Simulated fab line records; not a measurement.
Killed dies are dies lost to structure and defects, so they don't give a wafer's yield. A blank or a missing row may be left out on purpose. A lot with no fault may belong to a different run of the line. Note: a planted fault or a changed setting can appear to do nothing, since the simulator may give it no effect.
A single fault, viewed from 2 desks || flow sky130 || numbers are kept per desk, each desk with only its own; the story behind them comes last

THE METROLOGY DESK
What the gauges read, lot by lot, whatever tool the lot ran on: means of the sampled wafers that have a number. Marked OUT: a lot whose mean sits more than 4 standard deviations from the usual mean, which makes it out of limits; the brackets give that distance.
Columns: A = SONOS_ONO_CVD_04_THK at SKY_SONOS_ONO_THK_MEAS_05, usual 5.67 nm
{"lot": "L761", "first seen here": "day 13 00:52", "A": 5.76}
{"lot": "L762", "first seen here": "day 13 04:04", "A": 5.67}
{"lot": "L764", "first seen here": "day 13 23:56", "A": 5.54}
{"lot": "L765", "first seen here": "day 14 10:34", "A": 5.70}
{"lot": "L771", "first seen here": "day 16 10:49", "A": 5.93}
{"lot": "L772", "first seen here": "day 16 18:50", "A": 5.57}
{"lot": "L773", "first seen here": "day 17 04:02", "A": 5.64}
{"lot": "L774", "first seen here": "day 17 15:44", "A": 5.58}
{"lot": "L775", "first seen here": "day 17 19:55", "A": 5.84}
{"lot": "L777", "first seen here": "day 18 07:16", "A": 5.70}
{"lot": "L778", "first seen here": "day 18 18:13", "A": 5.41}
{"lot": "L780", "first seen here": "day 19 14:54", "A": 5.79}
This desk found nothing out of limits on any of the 12 lots.

DESK OF THE TOOL OWNER: plasma-asher-04
The tool's own readings at SKY_POLY_GATE_STRIP_18 (strips in O2/N2): means of the sampled wafers that have a number, for each lot that ran on this tool. Marked OUT: a lot whose mean sits more than 4 standard deviations from the usual mean, which makes it out of limits; the brackets give that distance.
Columns: A = drypump-motor-current-A at SKY_POLY_GATE_STRIP_18, usual 5.6 A; B = n2-flow-sccm at SKY_POLY_GATE_STRIP_18, usual 300.0 sccm; C = o2-flow-sccm at SKY_POLY_GATE_STRIP_18, usual 3001 sccm; D = oes-product-au at SKY_POLY_GATE_STRIP_18, usual 0.360 a.u.; E = strip-time-to-endpoint-s at SKY_POLY_GATE_STRIP_18, usual 3.15 s
{"lot": "L761", "first seen here": "day 17 21:44", "A": 4.7, "B": 299.7, "C": 2999, "D": 0.365, "E": 3.13}
{"lot": "L762", "first seen here": "day 18 02:23", "A": 5.2, "B": "239.8 (-69) OUT", "C": 3003, "D": 0.363, "E": 3.13}
{"lot": "L765", "first seen here": "day 19 17:02", "A": 5.0, "B": "240.0 (-69) OUT", "C": 3003, "D": 0.362, "E": 3.17}
{"lot": "L773", "first seen here": "day 22 15:20", "A": 4.9, "B": 301.1, "C": 3000, "D": 0.363, "E": 3.16}
{"lot": "L777", "first seen here": "day 23 15:35", "A": 4.9, "B": 300.3, "C": 2992, "D": 0.361, "E": 3.12}
{"lot": "L780", "first seen here": "day 25 02:02", "A": 5.0, "B": 299.6, "C": 3000, "D": 0.359, "E": 3.22}
This desk finds L762, L765 out of limits, L762 being first, at day 18 02:23 (n2-flow-sccm at SKY_POLY_GATE_STRIP_18). In limits: L761, L773, L777, L780.

PUT TOGETHER
The tool owner's desk had the chance to raise an alarm at day 18 02:23 on L762, L765.
The metrology desk saw nothing out of limits.
The metrology desk has L762, L765 on record, within its limits.
Of the lots named, all ran SKY_POLY_GATE_STRIP_18 on plasma-asher-04.

WHAT THE SIMULATOR PUT IN
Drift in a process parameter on plasma-asher-04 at SKY_POLY_GATE_STRIP_18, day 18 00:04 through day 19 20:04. Setting n2-flow-sccm, moved by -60, from 300. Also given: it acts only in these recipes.
Shown lots that were struck: L762, L765.
How many hours passed from the start of the fault until each desk's first out-of-limits reading: the tool owner's desk, 2.
